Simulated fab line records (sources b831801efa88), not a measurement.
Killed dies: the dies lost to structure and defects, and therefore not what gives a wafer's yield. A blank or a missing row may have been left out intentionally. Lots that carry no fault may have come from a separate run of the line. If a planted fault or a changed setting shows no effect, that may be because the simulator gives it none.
Comparing a struck lot with a sound one | flow sky130 | 15 out of 708 route steps
Sound: these wafers, L752.2, L752.4, L752.6. Struck: wafer L769.3 (left out: L769.4, L769.6 of the same lot, which were not struck); the cause appears at the end.
For every step that has rows: the tool of each side, followed by ch and its chambers, followed by its first start. Under that, the readings that differ: sound wafers | struck wafers | difference of the means | sigmas: that difference in standard deviations of wafers without a fault.
alike: words and numbers the same on both sides, and readings whose means are apart by under 2 such deviations; not compared: readings that were withheld, readings missing a value for some wafer, numbers with overlapping values and no deviation given by the record, and bounds like >300 which may hide the same value.
A row with sigmas, a row that says differs or no value, or rows on one side alone: a step with any of these is where the two part. Numbers that have no deviation but don't overlap get no sigmas and don't part them. A reading that every wafer of one side lacks parts them only if that side has two wafers or more.

first, 3 steps without rows for these wafers: SKY_METAL2_EXPOSE_12 (exposes mask MM2, target cd 140 nm); SKY_METAL2_PEB_13; SKY_METAL2_DEVELOP_14 (develop time 60 s).
SKY_METAL2_CD_MEAS_15: target cd 140 nm.
  sound on cd_sem-01 at day 36 11:54; struck on cd_sem-02 at day 40 22:08
  alike: cd_nm
SKY_METAL2_OVL_MEAS_16:
  sound on overlay-02 at day 36 12:01; struck on overlay-02 at day 40 22:14
  alike: METAL2_OVL
SKY_METAL2_DESCUM_17: chemistry O2, time 8 s.
  sound on rie_metal-03 ch 0,1, day 36 12:02; struck on rie_metal-03 ch 1, day 40 22:16
  alike: drypump_motor_current_A, oes_product_au
  not compared: rf_hours_counter_h
SKY_METAL2_ETCH_18: etches BARC in N2/H2, stops on SiO2, time 45.9 s, target depth 60 nm.
  sound on rie_metal-03 ch 0,1, day 36 12:04; struck on rie_metal-03 ch 1, day 40 22:18
  alike: drypump_motor_current_A, oes_product_au, throttle_valve_pct
  not compared: rf_hours_counter_h
SKY_METAL2_METAL_ETCH_19: etches the open film in Cl2/BCl3, stops on SiO2, target depth 360 nm, time 78 s.
  sound on rie_metal-03 ch 0,1, day 36 12:08; struck on rie_metal-03 ch 1, day 40 22:22
  alike: drypump_motor_current_A, oes_product_au, throttle_valve_pct
  not compared: rf_hours_counter_h
SKY_METAL2_STRIP_20: strips in O2/N2.
  sound on plasma_asher-01 ch 0,1, day 36 12:14; struck on plasma_asher-04 ch 0, day 40 22:28
  alike: drypump_motor_current_A, oes_product_au, strip_time_to_endpoint_s
  not compared: rf_hours_counter_h
then, 3 steps without rows for these wafers: SKY_METAL2_STRIP_21 (strips in post etch residue remover, time 1200 s); SKY_METAL2_CLEAN_22 (cleans in IPA, time 180 s); SKY_METAL2_CLEAN_23 (cleans in O3/DIW).
SKY_VIA2_HDPCVD_00: deposits SiO2, target thk 1180 nm, time 196.7 s.
  sound on hdpcvd-01 ch 0,1, day 36 12:50; struck on hdpcvd-02 ch 0, day 40 23:02
  reading                                  | sound             | struck | difference | sigmas
  run_length_s (s)                         | 225.3 225.3 224.6 | 267.1  | +42.0      | +82
  model.SiO2_of_VIA2_HDPCVD_00.thk_nm (nm) | 1179 1181 1175    | 1445   | +267       |
  alike: sih4_flow_sccm, susceptor_temp_C
SKY_VIA2_THK_MEAS_01:
  sound on film_metro-04 at day 36 12:58; struck on film_metro-01 at day 40 23:10
  reading              | sound          | struck | difference | sigmas
  VIA2_HDPCVD_THK (nm) | 1178 1181 1174 | 1445   | +267       | +21
SKY_VIA2_CMP_02: polishes SiO2.
  sound on cmp-02 ch 1,3, day 36 13:10; struck on cmp-02 ch 0, day 40 23:13
  alike: motor_current_A, retaining_ring_pressure_frac

## WHERE THEY PART
At SKY_VIA2_HDPCVD_00 first; at SKY_VIA2_THK_MEAS_01 last (within this record only). Later steps at which nothing parts them and some readings are alike: SKY_VIA2_CMP_02.

WHY: what the simulator had put in
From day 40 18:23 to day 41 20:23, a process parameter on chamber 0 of hdpcvd-02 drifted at SKY_VIA2_HDPCVD_00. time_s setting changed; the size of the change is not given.
